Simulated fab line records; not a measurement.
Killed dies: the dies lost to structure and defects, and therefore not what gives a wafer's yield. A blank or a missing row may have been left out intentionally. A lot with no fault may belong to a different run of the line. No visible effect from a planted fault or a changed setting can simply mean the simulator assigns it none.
fab line records ; flow gf180mcu
record: lots: 13; wafers: 39; lastDay: 34
route steps=602 shown DUAL_GATE@143 SALICIDE@281
lots that met no fault: taken from a fault-free run of the same line
startH: hours from the record's first day to the start of the lot's first wafer shown ; waitH: time in hours since the lot's previous step ; " identical to the entry in the row above ; L1.1+2: one row covering several wafers at once ; - either no value or no given start ; * or withheld: withheld ; < > ~ a bound
route shown NAME@n: names a module that has steps shown in the file, with the first one's number in the route ; usual: mean/standard deviation taken from wafers without a fault ; same: alike in all rows ; chamber/n: place in a boat ; sites: readings site by site ; _std_site: standard deviation of those values ; _edge_site: outer sites' mean less inner sites' ; radiusMm: for every site, how far away it sits from the centre of the wafer ; mask NAME#n: copy n ; behind: the tool/chamber that last shaped the wafer ; hold: what put the lot on hold/how long, in hours/how the hold closed ; device: whichever transistor did not switch (one of n, p or np) ; end of line: the route-end tests of the same wafers ; a step with no rows: only its recipe ; killed: dies that structure and defects cost at the first sort, which is not the same as the wafer's yield ; map: dies across one wafer; x = killed, . = not, _ = none there
set.NAME: the run value of the setting; set.NAME@STEP: its run value at that earlier step ; model.NAME: the simulator's own value behind a step, which no gauge read
route steps across a sampled set of lots; one table per step, one row per wafer
services: a tool's chamber out of use, with start hour (startH, from the record's first day; less than 0 if before it), hours out, and reason
== steps ==
step: GF_DUAL_GATE_OXIDATION_02
recipe: tempC: 900; ambient: O2; stabiliseS: 600; purgeS: 300; targetThkA: 108.87; oxTimeS: 1602
usual: oxTempC: 900.1/0.35; zonePowerUpperPct: 19.2/2.3
lot.wafer;tool;chamber;startH;waitH;oxTempC;zonePowerUpperPct
L740.1;furnace-01;0;157.16;0.0;900.5;17.3
L740.5;furnace-01;0;157.16;0.0;900.1;17.0
L740.6;furnace-01;0;157.16;0.0;900.2;17.1
L741.1;furnace-02;0;161.91;0.0;900.2;21.6
L741.3;furnace-02;0;161.91;0.0;900.2;21.9
L741.4;furnace-02;0;161.91;0.0;900.4;21.8
L742.1;furnace-01;0;171.75;0.9;900.4;17.0
L742.4;furnace-01;0;171.75;0.9;900.0;17.3
L742.6;furnace-01;0;171.75;0.9;899.4;17.2
L744.1;furnace-02;0;188.37;0.9;900.6;21.6
L744.2;furnace-02;0;188.37;0.9;899.9;21.8
L744.3;furnace-02;0;188.37;0.9;900.3;22.0
L746.1;furnace-02;0;196.84;0.2;900.5;21.7
L746.2;furnace-02;0;196.84;0.2;900.4;21.9
L746.6;furnace-02;0;196.84;0.2;900.3;21.4
L747.1;furnace-01;0;204.38;0.0;899.2;17.4
L747.3;furnace-01;0;204.38;0.0;899.9;16.8
L747.4;furnace-01;0;204.38;0.0;900.0;17.3
L750.1;furnace-01;0;229.29;1.1;899.9;17.1
L750.3;furnace-01;0;229.29;1.1;899.7;17.2
L750.4;furnace-01;0;229.29;1.1;900.2;17.0
L751.1;furnace-01;0;233.78;0.0;900.9;16.8
L751.5;furnace-01;0;233.78;0.0;900.9;16.9
L751.6;furnace-01;0;233.78;0.0;901.3;16.8
L752.1;furnace-02;0;239.11;0.7;899.9;22.0
L752.5;furnace-02;0;239.11;0.7;900.1;21.7
L752.6;furnace-02;0;239.11;0.7;900.0;21.8
L753.1;furnace-02;0;250.83;0.1;900.2;21.9
L753.3;furnace-02;0;250.83;0.1;900.1;21.8
L753.5;furnace-02;0;250.83;0.1;900.0;21.7
L758.2;furnace-02;0;278.63;0.0;900.3;21.5
L758.4;furnace-02;0;278.63;0.0;899.8;21.4
L758.5;furnace-02;0;278.63;0.0;900.0;21.6
L762.4;furnace-02;0;305.85;0.7;899.9;21.4
L762.5;furnace-02;0;305.85;0.7;899.8;22.0
L762.6;furnace-02;0;305.85;0.7;900.3;21.5
L763.2;furnace-02;0;315.01;1.2;899.6;21.7
L763.4;furnace-02;0;315.01;1.2;899.9;21.4
L763.6;furnace-02;0;315.01;1.2;900.4;21.6
step: GF_DUAL_GATE_THK_MEAS_03
recipe: reads: SiO2_of_DUAL_GATE_OXIDATION_02
usual: DUAL_GATE_OXIDATION_00_THK: 10.83/0.21
lot.wafer;tool;chamber;startH;waitH;DUAL_GATE_OXIDATION_00_THK[nm]
L740.1;filmMetro-01;-;158.60;0.0;10.88
L740.5;filmMetro-01;-;158.60;0.0;10.86
L740.6;filmMetro-01;-;158.60;0.0;10.82
L741.1;filmMetro-02;-;163.36;0.0;11.06
L741.3;filmMetro-02;-;163.36;0.0;10.72
L741.4;filmMetro-02;-;163.36;0.0;10.71
L742.1;filmMetro-01;-;173.20;0.0;11.10
L742.4;filmMetro-01;-;173.20;0.0;11.14
L742.6;filmMetro-01;-;173.20;0.0;10.96
L744.1;filmMetro-01;-;189.82;0.0;10.96
L744.2;filmMetro-01;-;189.82;0.0;11.01
L744.3;filmMetro-01;-;189.82;0.0;10.94
L746.1;filmMetro-02;-;198.29;0.0;11.05
L746.2;filmMetro-02;-;198.29;0.0;11.34
L746.6;filmMetro-02;-;198.29;0.0;11.00
L747.1;filmMetro-01;-;205.82;0.0;10.76
L747.3;filmMetro-01;-;205.82;0.0;10.67
L747.4;filmMetro-01;-;205.82;0.0;10.85
L750.1;filmMetro-02;-;230.73;0.0;12.25
L750.3;filmMetro-02;-;230.73;0.0;12.25
L750.4;filmMetro-02;-;230.73;0.0;12.04
L751.1;filmMetro-01;-;235.22;0.0;12.19
L751.5;filmMetro-01;-;235.22;0.0;12.06
L751.6;filmMetro-01;-;235.22;0.0;12.05
L752.1;filmMetro-02;-;240.56;0.0;11.16
L752.5;filmMetro-02;-;240.56;0.0;11.20
L752.6;filmMetro-02;-;240.56;0.0;11.19
L753.1;filmMetro-04;-;252.28;0.0;10.99
L753.3;filmMetro-04;-;252.28;0.0;10.99
L753.5;filmMetro-04;-;252.28;0.0;10.79
L758.2;filmMetro-01;-;280.09;0.0;10.71
L758.4;filmMetro-01;-;280.09;0.0;10.80
L758.5;filmMetro-01;-;280.09;0.0;10.67
L762.4;filmMetro-01;-;307.32;0.0;10.97
L762.5;filmMetro-01;-;307.32;0.0;10.96
L762.6;filmMetro-01;-;307.32;0.0;11.08
L763.2;filmMetro-01;-;316.46;0.0;10.71
L763.4;filmMetro-01;-;316.46;0.0;10.45
L763.6;filmMetro-01;-;316.46;0.0;10.59
step: GF_SALICIDE_SPUTTER_03
recipe: material: TiN; targetThkNm: 20; powerW: 6500; timeS: 16.7; chamberPressurePa: 0.4
usual: throttleValvePct: 29.4/0.79
lot.wafer;tool;chamber;startH;waitH;throttleValvePct
L740.1;pvdSputter-04;-;336.95;0.0;29.5
L740.5;pvdSputter-04;-;336.95;0.0;30.5
L740.6;pvdSputter-04;-;336.95;0.0;29.3
L741.1;pvdSputter-03;-;345.59;0.0;31.0
L741.3;pvdSputter-03;-;345.59;0.0;29.1
L741.4;pvdSputter-03;-;345.59;0.0;27.9
L742.1;pvdSputter-03;-;356.42;0.0;28.8
L742.4;pvdSputter-03;-;356.42;0.0;31.0
L742.6;pvdSputter-03;-;356.42;0.0;30.9
L744.1;pvdSputter-02;-;378.11;0.0;28.5
L744.2;pvdSputter-02;-;378.11;0.0;30.3
L744.3;pvdSputter-02;-;378.11;0.0;30.2
L746.1;pvdSputter-04;-;387.73;0.0;28.7
L746.2;pvdSputter-04;-;387.73;0.0;29.8
L746.6;pvdSputter-04;-;387.73;0.0;28.8
L747.1;pvdSputter-02;-;398.78;0.0;28.6
L747.3;pvdSputter-02;-;398.78;0.0;30.4
L747.4;pvdSputter-02;-;398.78;0.0;29.8
L750.1;pvdSputter-03;-;428.32;0.0;29.3
L750.3;pvdSputter-03;-;428.32;0.0;31.0
L750.4;pvdSputter-03;-;428.32;0.0;28.7
L751.1;pvdSputter-03;-;440.93;0.0;30.9
L751.5;pvdSputter-03;-;440.93;0.0;28.5
L751.6;pvdSputter-03;-;440.93;0.0;28.0
L752.1;pvdSputter-04;-;444.92;0.0;29.4
L752.5;pvdSputter-04;-;444.92;0.0;29.4
L752.6;pvdSputter-04;-;444.92;0.0;29.1
L753.1;pvdSputter-04;-;460.43;0.0;30.5
L753.3;pvdSputter-04;-;460.43;0.0;29.1
L753.5;pvdSputter-04;-;460.43;0.0;28.9
L758.2;pvdSputter-02;-;490.33;0.0;29.8
L758.4;pvdSputter-02;-;490.33;0.0;30.6
L758.5;pvdSputter-02;-;490.33;0.0;28.4
L762.4;pvdSputter-03;-;524.59;0.0;28.6
L762.5;pvdSputter-03;-;524.59;0.0;30.7
L762.6;pvdSputter-03;-;524.59;0.0;29.0
L763.2;pvdSputter-02;-;531.99;0.0;29.9
L763.4;pvdSputter-02;-;531.99;0.0;28.7
L763.6;pvdSputter-02;-;531.99;0.0;30.0
step: GF_SALICIDE_THK_MEAS_05
recipe: thkMeasGauge: xrf; reads: TiN_of_SALICIDE_SPUTTER_03
usual: SALICIDE_TIN_THK: 20.07/0.24
lot.wafer;tool;chamber;startH;waitH;SALICIDE_TIN_THK[nm]
L740.1;filmMetro-03;-;337.09;0.1;20.17
L740.5;filmMetro-03;-;337.09;0.1;20.49
L740.6;filmMetro-03;-;337.09;0.1;20.04
L741.1;filmMetro-03;-;345.74;0.1;19.89
L741.3;filmMetro-03;-;345.74;0.1;20.00
L741.4;filmMetro-03;-;345.74;0.1;19.98
L742.1;filmMetro-01;-;356.57;0.1;20.05
L742.4;filmMetro-01;-;356.57;0.1;20.07
L742.6;filmMetro-01;-;356.57;0.1;20.03
L744.1;filmMetro-01;-;378.25;0.1;20.09
L744.2;filmMetro-01;-;378.25;0.1;20.45
L744.3;filmMetro-01;-;378.25;0.1;20.03
L746.1;filmMetro-01;-;387.88;0.1;20.08
L746.2;filmMetro-01;-;387.88;0.1;19.51
L746.6;filmMetro-01;-;387.88;0.1;20.22
L747.1;filmMetro-02;-;398.92;0.1;20.13
L747.3;filmMetro-02;-;398.92;0.1;20.41
L747.4;filmMetro-02;-;398.92;0.1;19.93
L750.1;filmMetro-03;-;428.47;0.1;19.89
L750.3;filmMetro-03;-;428.47;0.1;20.25
L750.4;filmMetro-03;-;428.47;0.1;19.82
L751.1;filmMetro-02;-;441.07;0.1;20.27
L751.5;filmMetro-02;-;441.07;0.1;20.18
L751.6;filmMetro-02;-;441.07;0.1;20.17
L752.1;filmMetro-03;-;445.07;0.1;19.99
L752.5;filmMetro-03;-;445.07;0.1;19.86
L752.6;filmMetro-03;-;445.07;0.1;20.27
L753.1;filmMetro-02;-;460.58;0.1;20.07
L753.3;filmMetro-02;-;460.58;0.1;20.12
L753.5;filmMetro-02;-;460.58;0.1;19.61
L758.2;filmMetro-02;-;490.49;0.1;19.47
L758.4;filmMetro-02;-;490.49;0.1;20.01
L758.5;filmMetro-02;-;490.49;0.1;20.01
L762.4;filmMetro-01;-;524.75;0.1;20.18
L762.5;filmMetro-01;-;524.75;0.1;20.15
L762.6;filmMetro-01;-;524.75;0.1;20.18
L763.2;filmMetro-03;-;532.15;0.1;19.70
L763.4;filmMetro-03;-;532.15;0.1;19.98
L763.6;filmMetro-03;-;532.15;0.1;19.54
step: GF_SALICIDE_RTA_06
recipe: tempC: 530; timeS: 30; ambient: N2
usual: lampPowerPct: 6.1/0.92; wafer_temp_C_max: 532.0/0.53
lot.wafer;tool;chamber;startH;waitH;lampPowerPct;wafer_temp_C_max
L740.1;rtpAnneal-02;0;337.15;0.1;6.8;532.1
L740.5;rtpAnneal-02;0;337.15;0.1;6.8;532.1
L740.6;rtpAnneal-02;0;337.15;0.1;6.8;532.5
L741.1;rtpAnneal-02;0;345.80;0.1;6.8;532.4
L741.3;rtpAnneal-02;0;345.80;0.1;6.8;532.0
L741.4;rtpAnneal-02;0;345.80;0.1;6.8;531.4
L742.1;rtpAnneal-02;0;356.63;0.1;6.8;532.4
L742.4;rtpAnneal-02;0;356.63;0.1;6.8;532.2
L742.6;rtpAnneal-02;0;356.63;0.1;6.8;532.2
L744.1;rtpAnneal-02;0;378.31;0.1;6.8;531.8
L744.2;rtpAnneal-02;0;378.31;0.1;6.8;532.0
L744.3;rtpAnneal-02;0;378.31;0.1;6.8;532.1
L746.1;rtpAnneal-01;0;387.94;0.1;4.9;531.1
L746.2;rtpAnneal-01;0;387.94;0.1;4.9;531.7
L746.6;rtpAnneal-01;0;387.94;0.1;4.9;531.3
L747.1;rtpAnneal-01;0;398.98;0.1;4.9;531.7
L747.3;rtpAnneal-01;0;398.98;0.1;4.9;532.0
L747.4;rtpAnneal-01;0;398.98;0.1;4.9;531.6
L750.1;rtpAnneal-02;0;428.53;0.1;6.8;532.0
L750.3;rtpAnneal-02;0;428.53;0.1;6.8;531.3
L750.4;rtpAnneal-02;0;428.53;0.1;6.8;531.7
L751.1;rtpAnneal-02;0;441.13;0.1;6.8;533.0
L751.5;rtpAnneal-02;0;441.13;0.1;6.8;532.0
L751.6;rtpAnneal-02;0;441.13;0.1;6.8;532.4
L752.1;rtpAnneal-02;0;445.13;0.1;6.8;531.4
L752.5;rtpAnneal-02;0;445.13;0.1;6.8;532.0
L752.6;rtpAnneal-02;0;445.13;0.1;6.8;532.3
L753.1;rtpAnneal-02;0;460.64;0.1;6.8;531.6
L753.3;rtpAnneal-02;0;460.64;0.1;6.8;533.3
L753.5;rtpAnneal-02;0;460.64;0.1;6.8;532.2
L758.2;rtpAnneal-02;0;490.55;0.1;6.8;532.8
L758.4;rtpAnneal-02;0;490.55;0.1;6.8;532.3
L758.5;rtpAnneal-02;0;490.55;0.1;6.8;532.3
L762.4;rtpAnneal-02;0;524.83;0.1;6.8;532.2
L762.5;rtpAnneal-02;0;524.83;0.1;6.8;532.3
L762.6;rtpAnneal-02;0;524.83;0.1;6.8;531.4
L763.2;rtpAnneal-01;0;532.21;0.1;4.9;531.7
L763.4;rtpAnneal-01;0;532.21;0.1;4.9;531.8
L763.6;rtpAnneal-01;0;532.21;0.1;4.9;531.7
== services ==
tool;chamber;startH;hours;kind
furnace-02;-;143.66;2.9;pm
pvdSputter-03;0;154.46;-;consumableReplace:kit
pvdSputter-03;0;154.46;18.0;scheduledDown
pvdSputter-03;0;154.46;18.0;ventCycle
furnace-01;-;173.20;10.6;pm
furnace-01;-;183.81;2.3;pm
furnace-01;-;192.72;3.9;pm
pvdSputter-04;-;195.74;3.2;repair
furnace-01;-;213.10;2.7;pm
furnace-02;-;253.15;5.4;pm
pvdSputter-03;3;291.01;-;consumableReplace:kit
pvdSputter-03;3;291.01;18.0;scheduledDown
pvdSputter-03;3;291.01;18.0;ventCycle
furnace-02;-;311.66;3.3;pm
furnace-02;-;364.65;3.2;pm
furnace-01;-;381.51;3.1;pm
furnace-01;-;395.50;29.9;repair
furnace-01;-;454.66;3.9;pm
furnace-02;-;479.66;3.8;pm
furnace-02;-;495.02;19.9;repair
pvdSputter-03;-;498.31;9.0;repair
pvdSputter-03;2;512.49;-;consumableReplace:kit
pvdSputter-03;2;512.49;18.0;scheduledDown
pvdSputter-04;-;525.69;0.6;repair
== key ==
firstSign: step: GF_DUAL_GATE_THK_MEAS_03; reading: DUAL_GATE_OXIDATION_00_THK; direction: up; sigmas: 6.3; usual: 10.83; struck: 12.14
effect none on later readings
metAt GF_DUAL_GATE_OXIDATION_02
struckLots L750,L751
testerLeftOut L750,L751
notActingAt GF_SALICIDE_SPUTTER_03,GF_SALICIDE_THK_MEAS_05,GF_SALICIDE_RTA_06
onsetBetween 204.38 229.29
fault: kind: processParameterDrift; tool: furnace-01; chamber: -; onsetH: 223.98; steps: GF_DUAL_GATE_OXIDATION_02; channel: oxTimeS; offset: *; shape: step; endH: 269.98; actsIn: *; stated: *
testerLeftOut: of these lots the tester's yield and bins aren't shown, on N5 and GAA mostly nor the transistor test; their killed dies are dies lost to structure and defects alone, not to doping, threshold or leakage, so they don't give the yield
